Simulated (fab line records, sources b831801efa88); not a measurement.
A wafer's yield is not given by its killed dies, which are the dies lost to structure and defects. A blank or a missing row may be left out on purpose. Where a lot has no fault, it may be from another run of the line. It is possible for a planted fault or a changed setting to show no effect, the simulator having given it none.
A single fault, viewed from 2 desks | flow sky130 | what lay behind the numbers comes last; until then each desk has only its own

## THE METROLOGY DESK
Lot by lot, what the gauges showed, no matter which tool ran the lot: averages of those sampled wafers that carry a number. A lot is out of limits, marked OUT, if its mean lies more than 4 standard deviations from the usual mean; the brackets give that distance.
Columns: A = FIELD_ISO_OXIDATION_00_THK at SKY_FIELD_ISO_THK_MEAS_02, usual 11.98 nm; B = PWDE_TW at SKY_PWDE_TW_MEAS_10, usual 375
lot  | first seen here | A     | B
L644 | day 1 11:59     | 12.21 | 377
L645 | day 1 17:02     | 12.13 | 369
L646 | day 1 22:18     | 11.60 | 380
L649 | day 2 12:50     | 12.00 | 379
L658 | day 4 10:27     | 11.89 | -
L659 | day 4 15:58     | 12.01 | -
L660 | day 4 19:40     | 11.73 | 372
L661 | day 5 00:38     | 12.18 | 374
L662 | day 5 07:28     | 12.07 | 374
L663 | day 5 10:38     | 11.81 | 375
L665 | day 5 20:38     | 12.33 | 373
L666 | day 6 01:38     | 12.05 | 372
L667 | day 6 06:38     | 12.36 | 372
Finding of this desk: none of the 13 lots has anything out of limits.

## THE TOOL OWNER'S DESK: cmp-01
The tool's own readings at SKY_FIELD_ISO_CMP_27 (polishes, stops on Si3N4, t overpolish 16 s, target thk 457.8 nm): means of the sampled wafers that have a number, for each lot that ran on this tool. A lot is out of limits, marked OUT, if its mean lies more than 4 standard deviations from the usual mean; the brackets give that distance.
Columns: A = edge_zone_pressure_frac at SKY_FIELD_ISO_CMP_27, usual 1.000; B = head_pressure_psi at SKY_FIELD_ISO_CMP_27, usual 4.001 psi; C = motor_current_A at SKY_FIELD_ISO_CMP_27, usual 13.0 A; D = overpolish_run_s at SKY_FIELD_ISO_CMP_27, usual 15.999 s; E = slurry_flow_ml_min at SKY_FIELD_ISO_CMP_27, usual 150.0; F = time_to_endpoint_s at SKY_FIELD_ISO_CMP_27, usual 111 s
lot  | first seen here | A     | B     | C    | D      | E     | F
L645 | day 2 15:20     | 1.003 | 3.994 | 13.1 | 15.993 | 150.7 | 115
L646 | day 2 19:08     | 0.997 | 4.007 | 13.9 | 15.989 | 149.9 | 119
L660 | day 5 20:35     | 0.996 | 3.996 | 14.1 | 16.000 | 150.0 | 113
L661 | day 6 00:46     | 1.001 | 4.005 | 13.5 | 16.004 | 150.4 | 110
L665 | day 7 06:41     | 0.999 | 3.998 | 13.1 | 15.996 | 149.7 | 111
L667 | day 7 10:50     | 1.003 | 3.998 | 13.6 | 16.003 | 149.7 | 107
Finding of this desk: none of the 6 lots has anything out of limits.

## PUT TOGETHER
At the metrology desk, nothing out of limits was observed.
The tool owner's desk saw nothing out of limits.

## WHAT THE SIMULATOR HAD INSERTED
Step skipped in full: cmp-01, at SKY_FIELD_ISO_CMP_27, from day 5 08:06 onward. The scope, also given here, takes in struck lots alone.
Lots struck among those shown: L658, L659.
